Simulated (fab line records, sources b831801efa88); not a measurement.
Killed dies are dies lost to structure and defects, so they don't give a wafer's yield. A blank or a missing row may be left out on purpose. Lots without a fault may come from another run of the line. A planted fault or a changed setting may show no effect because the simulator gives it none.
Which tool did it? | flow sky130 | 6 lots, 18 wafers sampled, at 3 steps of a route of 708

WHAT THE GAUGES READ, wafer by wafer
SKY_NWELL_TW_MEAS_15.
lot  | measured    | on            | NWELL_TW
L432 | day 5 12:41 | film_metro-01 | 1825 1822 1818
L435 | day 6 01:35 | film_metro-04 | 1818 1813 1812
L437 | day 6 14:58 | film_metro-03 | 1802 1807 1805
L441 | day 7 11:14 | film_metro-04 | 1827 1815 1822
L445 | day 8 10:35 | film_metro-01 | 1662 1655 1666 1654 1665 1663
L450 | day 9 17:45 | film_metro-01 | 1816 1809 1816

WHICH TOOL RAN EACH LOT (tool, then ch and the chambers of the sampled wafers, then the start)
lot  | SKY_PWDE_STRIP_09                   | SKY_NWELL_STRIP_14
L432 | plasma_asher-01 ch 0,1, day 4 17:47 | plasma_asher-02 ch 0,1, day 5 12:36
L435 | plasma_asher-01 ch 0,1, day 5 07:13 | plasma_asher-03 ch 0,1, day 6 01:28
L437 | plasma_asher-02 ch 0,1, day 5 19:31 | plasma_asher-01 ch 0,1, day 6 14:51
L441 | plasma_asher-01 ch 0,1, day 6 15:30 | plasma_asher-02 ch 0,1, day 7 11:07
L445 | plasma_asher-04 ch 0,1, day 7 13:48 | plasma_asher-01 ch 0,1, day 8 10:28
L450 | plasma_asher-02 ch 0,1, day 8 19:42 | plasma_asher-03 ch 0,1, day 9 17:39
- SKY_PWDE_STRIP_09: strips in O2/N2.
- SKY_NWELL_STRIP_14: strips in O2/N2.

THE ANSWER, worked out from the rows above alone
Rule: what is usual is taken from the lots themselves. Put in order of their means at a reading, lots are off if they are a third of the lots or fewer, leave a main group of 4 or more, and stand apart from it by a gap of 3 or more times the standard deviation of the main group's means; of several such gaps the widest counts. A main group whose means are all the same, to the digits that the tables above print for the reading, isn't used. A lot without any number at a reading at which 4 lots or more have one is off too. The other lots that the step has rows for count as sound.
Off: L445, at SKY_NWELL_TW_MEAS_15 (NWELL_TW). The main group: mean 1815, standard deviation 6.2.
A tool fits if, at a process step before that reading, it ran every lot that is off, and no sound lot after the first of them. The gauges at SKY_NWELL_TW_MEAS_15 are tried like those tools. Can't be told from this: 2 tools fit, plasma_asher-04 at SKY_PWDE_STRIP_09, plasma_asher-01 at SKY_NWELL_STRIP_14.

WHAT THE SIMULATOR HAD PUT IN
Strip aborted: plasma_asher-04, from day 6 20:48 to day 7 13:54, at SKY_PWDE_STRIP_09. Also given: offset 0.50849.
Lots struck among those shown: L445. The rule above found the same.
